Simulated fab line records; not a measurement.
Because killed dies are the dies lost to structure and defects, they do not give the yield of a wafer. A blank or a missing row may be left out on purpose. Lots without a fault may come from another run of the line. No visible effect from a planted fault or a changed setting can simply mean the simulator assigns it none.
fab line records + flow sfq-line + part 2 of 2: steps 24 to 33 of 33
[record]
- lots = 5
- wafers = 15
- last-day = 88
route steps=325 shown M4@160 I4@163 JJ@178
lots with no fault: from the same line, run without faults
start-h: start of the lot's first displayed wafer, in hours after the record's first day + wait-h: time in hours since the lot's previous step + " repeats the value in the row above + L1.1+2: several wafers, shown together as one row + - value missing, or start not given + * or withheld: withheld + < > ~ a bound
route shown NAME@n: NAME is a module with steps in the file, n the number in the route of the first one + usual: mean/standard deviation of fault-free wafers + same: alike in all rows + chamber/n: place in a boat + sites: readings site by site + _std_site: their standard deviation + _edge_site: the outer-site mean with the inner-site mean subtracted + radius-mm: for every site, how far away it sits from the centre of the wafer + mask NAME#n: copy n + behind: tool/chamber where the wafer was last shaped + hold: reason for holding the lot/hours on hold/outcome of the hold + device: whichever transistor did not switch (one of n, p or np) + end of line: at the end of the route, the tests of the same wafers + a step with no rows: only its recipe + killed: the dies lost at the first sort to structure and to defects; this is not the yield of the wafer + map: shows each die of a wafer: x if killed, . if not, _ if none is there
set.NAME: setting as actually run; set.NAME@STEP: the setting as run at that earlier step + model.NAME: the simulator's own value behind a step, which no gauge read
lots seen at some steps along the route; tables by step, rows by wafer
services: a tool's chamber out of use, with start hour (start-h, from the record's first day; less than 0 if before it), hours out, and reason
[[steps]]
[step SFQ_JJ_RS_MEAS_929]
[recipe]
- thk-meas-gauge = four-point-probe
- reads = Nb_of_TRILAYER_JJ_TRILAYER_DEP_SPUTTER_112
[usual]
- JJ_NB_RS = 1.045/0.011
| lot.wafer | tool          | chamber | start-h | wait-h | JJ_NB_RS[ohm/sq] |
|-----------|---------------|---------|---------|--------|------------------|
| L080.3    | film-metro-02 | -       | 1208.94 | 0.1    | 1.044            |
| L080.5    | "             | -       | "       | "      | 1.039            |
| L080.6    | "             | -       | "       | "      | 1.034            |
| L082.1    | film-metro-04 | -       | 1242.23 | 0.0    | 1.049            |
| L082.5    | "             | -       | "       | "      | 1.040            |
| L082.6    | "             | -       | "       | "      | 1.051            |
| L085.1    | film-metro-01 | -       | 1266.28 | 0.0    | 1.055            |
| L085.3    | "             | -       | "       | "      | 1.044            |
| L085.5    | "             | -       | "       | "      | 1.041            |
| L094.3    | film-metro-01 | -       | 1359.99 | 0.1    | 1.026            |
| L094.4    | "             | -       | "       | "      | 1.035            |
| L094.6    | "             | -       | "       | "      | 1.026            |
| L096.2    | film-metro-04 | -       | 1373.75 | 0.1    | 1.051            |
| L096.5    | "             | -       | "       | "      | 1.058            |
| L096.6    | "             | -       | "       | "      | 1.053            |
[step SFQ_TRILAYER_JJ_CE_LITHO_COAT_119]
[recipe]
- resist = BARC
- spin-rpm = 3000
- resist-thk-nm = 62
[usual]
- exhaust-pa = 45.1/0.94
| lot.wafer | tool           | chamber | start-h | wait-h | exhaust-pa |
|-----------|----------------|---------|---------|--------|------------|
| L080.3    | litho-track-03 | 0       | 1209.18 | 0.1    | 45.5       |
| L080.5    | "              | 0       | "       | "      | 44.9       |
| L080.6    | "              | 0       | "       | "      | 44.5       |
| L082.1    | litho-track-01 | 0       | 1242.41 | 0.1    | 45.6       |
| L082.5    | "              | 0       | "       | "      | 44.9       |
| L082.6    | "              | 0       | "       | "      | 46.2       |
| L085.1    | litho-track-01 | 0       | 1266.46 | 0.1    | 47.0       |
| L085.3    | "              | 0       | "       | "      | 46.2       |
| L085.5    | "              | 0       | "       | "      | 47.2       |
| L094.3    | litho-track-03 | 0       | 1360.23 | 0.1    | 46.2       |
| L094.4    | "              | 0       | "       | "      | 44.6       |
| L094.6    | "              | 0       | "       | "      | 45.6       |
| L096.2    | litho-track-03 | 0       | 1373.96 | 0.1    | 44.8       |
| L096.5    | "              | 0       | "       | "      | 45.2       |
| L096.6    | "              | 0       | "       | "      | 44.9       |
[step SFQ_TRILAYER_JJ_CE_LITHO_COAT_114]
[recipe]
- resist = KrF
- spin-rpm = 3000
- resist-thk-nm = 600
[usual]
- exhaust-pa = 45.1/0.92
| lot.wafer | tool           | chamber | start-h | wait-h | exhaust-pa |
|-----------|----------------|---------|---------|--------|------------|
| L080.3    | litho-track-03 | 0       | 1209.48 | 0.2    | 43.8       |
| L080.5    | "              | 0       | "       | "      | 44.6       |
| L080.6    | "              | 0       | "       | "      | 44.7       |
| L082.1    | litho-track-01 | 0       | 1242.71 | 0.2    | 44.9       |
| L082.5    | "              | 0       | "       | "      | 45.0       |
| L082.6    | "              | 0       | "       | "      | 44.9       |
| L085.1    | litho-track-01 | 0       | 1266.76 | 0.2    | 46.6       |
| L085.3    | "              | 0       | "       | "      | 45.2       |
| L085.5    | "              | 0       | "       | "      | 45.2       |
| L094.3    | litho-track-03 | 0       | 1360.53 | 0.2    | 45.5       |
| L094.4    | "              | 0       | "       | "      | 44.7       |
| L094.6    | "              | 0       | "       | "      | 44.4       |
| L096.2    | litho-track-03 | 0       | 1374.26 | 0.2    | 45.9       |
| L096.5    | "              | 0       | "       | "      | 46.1       |
| L096.6    | "              | 0       | "       | "      | 45.2       |
[step SFQ_TRILAYER_JJ_CE_LITHO_SOFTBAKE_118]
[recipe]
- temp-c = withheld
- time-s = withheld
- resist = KrF
[usual]
- exhaust-pa = 44.9/0.94
| lot.wafer | tool           | chamber | start-h | wait-h | exhaust-pa |
|-----------|----------------|---------|---------|--------|------------|
| L080.3    | litho-track-03 | 0       | 1209.73 | 0.2    | 44.7       |
| L080.5    | "              | 0       | "       | "      | 44.9       |
| L080.6    | "              | 0       | "       | "      | 45.1       |
| L082.1    | litho-track-01 | 0       | 1243.01 | 0.2    | 45.4       |
| L082.5    | "              | 0       | "       | "      | 43.6       |
| L082.6    | "              | 0       | "       | "      | 44.8       |
| L085.1    | litho-track-01 | 0       | 1267.06 | 0.2    | 44.1       |
| L085.3    | "              | 0       | "       | "      | 45.5       |
| L085.5    | "              | 0       | "       | "      | 44.6       |
| L094.3    | litho-track-03 | 0       | 1360.78 | 0.2    | 45.0       |
| L094.4    | "              | 0       | "       | "      | 45.9       |
| L094.6    | "              | 0       | "       | "      | 45.6       |
| L096.2    | litho-track-03 | 0       | 1374.54 | 0.2    | 44.8       |
| L096.5    | "              | 0       | "       | "      | 44.5       |
| L096.6    | "              | 0       | "       | "      | 44.9       |
[step SFQ_TRILAYER_JJ_CE_LITHO_EXPOSE_115]
[recipe]
- mask-id = J5
- na = 0.6
- source-shape = conventional
- sigma-outer = 0.65
- target-cd-nm = 700
- dose-mj = 14.4
| lot.wafer  | tool           | chamber | start-h | wait-h | mask |
|------------|----------------|---------|---------|--------|------|
| L080.3+5+6 | krf-scanner-02 | 0       | 1211.99 | -      | J5#0 |
| L082.1+5+6 | krf-scanner-02 | 0       | 1243.16 | -      | J5#0 |
| L085.1+3+5 | krf-scanner-01 | 0       | 1405.13 | -      | J5#0 |
| L094.3+4+6 | krf-scanner-02 | 0       | 1502.40 | -      | J5#0 |
| L096.2+5+6 | krf-scanner-02 | 0       | 1514.20 | -      | J5#0 |
[step SFQ_TRILAYER_JJ_CE_LITHO_PEB_117]
[recipe]
- peb-temp-c = 115
- peb-time-s = 60
- resist = KrF
[usual]
- exhaust-pa = 45.0/0.89
[same]
- peb-time-s = 60
| lot.wafer | tool           | chamber | start-h | wait-h | exhaust-pa |
|-----------|----------------|---------|---------|--------|------------|
| L080.3    | litho-track-01 | 0       | 1212.84 | 0.7    | 45.7       |
| L080.5    | "              | 0       | "       | "      | 45.9       |
| L080.6    | "              | 0       | "       | "      | 45.8       |
| L082.1    | litho-track-03 | 0       | 1244.36 | 1.0    | 45.5       |
| L082.5    | "              | 0       | "       | "      | 44.8       |
| L082.6    | "              | 0       | "       | "      | 45.6       |
| L085.1    | litho-track-03 | 0       | 1406.33 | 1.0    | 44.7       |
| L085.3    | "              | 0       | "       | "      | 43.3       |
| L085.5    | "              | 0       | "       | "      | 44.3       |
| L094.3    | litho-track-03 | 0       | 1503.25 | 0.7    | 45.2       |
| L094.4    | "              | 0       | "       | "      | 45.4       |
| L094.6    | "              | 0       | "       | "      | 45.1       |
| L096.2    | litho-track-02 | 0       | 1515.22 | 0.8    | 45.5       |
| L096.5    | "              | 0       | "       | "      | 44.2       |
| L096.6    | "              | 0       | "       | "      | 44.4       |
[step SFQ_TRILAYER_JJ_CE_LITHO_DEVELOP_116]
[recipe]
- time-s = 60
- resist = KrF
[usual]
- exhaust-pa = 45.1/0.82
| lot.wafer | tool           | chamber | start-h | wait-h | exhaust-pa |
|-----------|----------------|---------|---------|--------|------------|
| L080.3    | litho-track-01 | 0       | 1212.99 | 0.1    | 45.4       |
| L080.5    | "              | 0       | "       | "      | 45.4       |
| L080.6    | "              | 0       | "       | "      | 45.2       |
| L082.1    | litho-track-03 | 0       | 1244.51 | 0.1    | 44.7       |
| L082.5    | "              | 0       | "       | "      | 45.1       |
| L082.6    | "              | 0       | "       | "      | 43.4       |
| L085.1    | litho-track-03 | 0       | 1406.48 | 0.1    | 45.5       |
| L085.3    | "              | 0       | "       | "      | 45.4       |
| L085.5    | "              | 0       | "       | "      | 45.3       |
| L094.3    | litho-track-03 | 0       | 1503.40 | 0.1    | 45.8       |
| L094.4    | "              | 0       | "       | "      | 45.3       |
| L094.6    | "              | 0       | "       | "      | 45.4       |
| L096.2    | litho-track-02 | 0       | 1515.37 | 0.1    | 45.6       |
| L096.5    | "              | 0       | "       | "      | 45.2       |
| L096.6    | "              | 0       | "       | "      | 45.5       |
[step SFQ_JJ_OVL_MEAS_931]
[usual]
- J5_OVL = 2/5.8
| lot.wafer | tool       | chamber | start-h | wait-h | J5_OVL[nm] |
|-----------|------------|---------|---------|--------|------------|
| L080.3    | overlay-01 | -       | 1213.11 | 0.1    | -2         |
| L080.5    | "          | -       | "       | "      | 3          |
| L080.6    | "          | -       | "       | "      | -13        |
| L082.1    | overlay-02 | -       | 1244.66 | 0.1    | 2          |
| L082.5    | "          | -       | "       | "      | 3          |
| L082.6    | "          | -       | "       | "      | 12         |
| L085.1    | overlay-01 | -       | 1406.63 | 0.1    | 5          |
| L085.3    | "          | -       | "       | "      | -7         |
| L085.5    | "          | -       | "       | "      | 1          |
| L094.3    | overlay-02 | -       | 1503.51 | 0.1    | 10         |
| L094.4    | "          | -       | "       | "      | 10         |
| L094.6    | "          | -       | "       | "      | 11         |
| L096.2    | overlay-01 | -       | 1515.50 | 0.1    | 4          |
| L096.5    | "          | -       | "       | "      | 7          |
| L096.6    | "          | -       | "       | "      | 3          |
[step SFQ_TRILAYER_JJ_CE_METRO_MEASURE_117]
[usual]
- cd-nm = 700.0/1.4
| lot.wafer | tool      | chamber | start-h | wait-h | cd-nm |
|-----------|-----------|---------|---------|--------|-------|
| L080.3    | cd-sem-01 | -       | 1213.53 | 0.4    | 700.6 |
| L080.5    | "         | -       | "       | "      | 700.7 |
| L080.6    | "         | -       | "       | "      | 700.6 |
| L082.1    | cd-sem-01 | -       | 1244.70 | 0.0    | 698.7 |
| L082.5    | "         | -       | "       | "      | 698.1 |
| L082.6    | "         | -       | "       | "      | 699.4 |
| L085.1    | cd-sem-02 | -       | 1406.66 | 0.0    | 699.4 |
| L085.3    | "         | -       | "       | "      | 699.9 |
| L085.5    | "         | -       | "       | "      | 700.6 |
| L094.3    | cd-sem-01 | -       | 1503.93 | 0.4    | 701.0 |
| L094.4    | "         | -       | "       | "      | 700.6 |
| L094.6    | "         | -       | "       | "      | 700.6 |
| L096.2    | cd-sem-01 | -       | 1515.73 | 0.2    | 700.5 |
| L096.5    | "         | -       | "       | "      | 702.0 |
| L096.6    | "         | -       | "       | "      | 699.8 |
[step SFQ_TRILAYER_JJ_CE_BARC_OPEN_RIE_150]
[recipe]
- mask-material = PR
- chemistry = O2
- target-depth-nm = 240
- target = BARC
- icp-w = 600
- bias-w = 80
- pressure-mtorr = 10
- time-s = 80
[usual]
- bias-w = 79.93/0.27
- drypump-motor-current-A = 5.56/0.18
- oes-product-au = 0.538/0.0047
| lot.wafer | tool         | chamber | start-h | wait-h | bias-w | drypump-motor-current-A | oes-product-au | rf-hours-counter-h |
|-----------|--------------|---------|---------|--------|--------|-------------------------|----------------|--------------------|
| L080.3    | rie-metal-04 | 1       | 1214.36 | 0.6    | 79.86  | 5.58                    | 0.536          | -                  |
| L080.5    | "            | 1       | "       | "      | 79.92  | 5.56                    | 0.536          | -                  |
| L080.6    | "            | 0       | "       | "      | 80.27  | 5.58                    | 0.538          | -                  |
| L082.1    | rie-metal-04 | 1       | 1245.90 | 1.0    | 80.02  | 5.58                    | 0.543          | 66                 |
| L082.5    | "            | 1       | "       | "      | 80.01  | 5.57                    | 0.540          | -                  |
| L082.6    | "            | 0       | "       | "      | 80.19  | 5.58                    | 0.537          | -                  |
| L085.1    | rie-metal-03 | 0       | 1407.86 | 1.0    | 79.85  | 5.13                    | 0.534          | 119                |
| L085.3    | "            | 1       | "       | "      | 80.05  | 5.81                    | 0.544          | -                  |
| L085.5    | "            | 1       | "       | "      | 79.98  | 5.82                    | 0.538          | -                  |
| L094.3    | rie-metal-03 | 1       | 1504.80 | 0.7    | 79.52  | 5.80                    | 0.534          | -                  |
| L094.4    | "            | 1       | "       | "      | 79.96  | 5.79                    | 0.529          | -                  |
| L094.6    | "            | 1       | "       | "      | 79.77  | 5.80                    | 0.541          | -                  |
| L096.2    | rie-metal-04 | 1       | 1516.77 | 0.8    | 80.00  | 5.52                    | 0.543          | -                  |
| L096.5    | "            | 1       | "       | "      | 79.74  | 5.56                    | 0.548          | -                  |
| L096.6    | "            | 1       | "       | "      | 79.97  | 5.55                    | 0.525          | -                  |
[[services]]
| tool           | chamber | start-h | hours | kind   |
|----------------|---------|---------|-------|--------|
| krf-scanner-02 | -       | 1040.34 | 1.6   | repair |
| pvd-sputter-05 | -       | 1049.85 | 1.1   | repair |
| krf-scanner-02 | -       | 1063.46 | 0.3   | repair |
| pvd-sputter-06 | -       | 1068.67 | 35.4  | repair |
| rie-metal-02   | 1       | 1075.55 | 18.5  | repair |
| krf-scanner-02 | -       | 1094.86 | 4.0   | pm     |
| rie-metal-02   | -       | 1104.99 | 5.5   | repair |
| rie-diel-02    | 0       | 1107.75 | 3.4   | repair |
| rie-diel-02    | 2       | 1113.61 | 5.4   | repair |
| pvd-sputter-05 | -       | 1119.64 | 56.5  | repair |
| pvd-sputter-05 | -       | 1166.80 | 7.1   | repair |
| pvd-sputter-06 | -       | 1193.89 | 0.5   | repair |
| pvd-sputter-05 | -       | 1201.24 | 7.5   | repair |
| rie-diel-02    | 1       | 1210.00 | 6.5   | repair |
| rie-diel-02    | 0       | 1291.56 | 1.2   | repair |
| rie-metal-02   | -       | 1298.99 | 0.2   | repair |
| pvd-sputter-06 | -       | 1331.93 | 2.2   | repair |
| rie-metal-02   | 0       | 1361.22 | 2.4   | repair |
| rie-diel-02    | -       | 1373.36 | 2.8   | pm     |
| rie-metal-02   | 1       | 1387.53 | 2.1   | repair |
| pvd-sputter-06 | -       | 1418.43 | 2.7   | repair |
| pvd-sputter-05 | -       | 1431.64 | 4.4   | repair |
| rie-metal-02   | 0       | 1476.11 | 10.8  | repair |
| pvd-sputter-05 | -       | 1501.61 | 1.0   | repair |
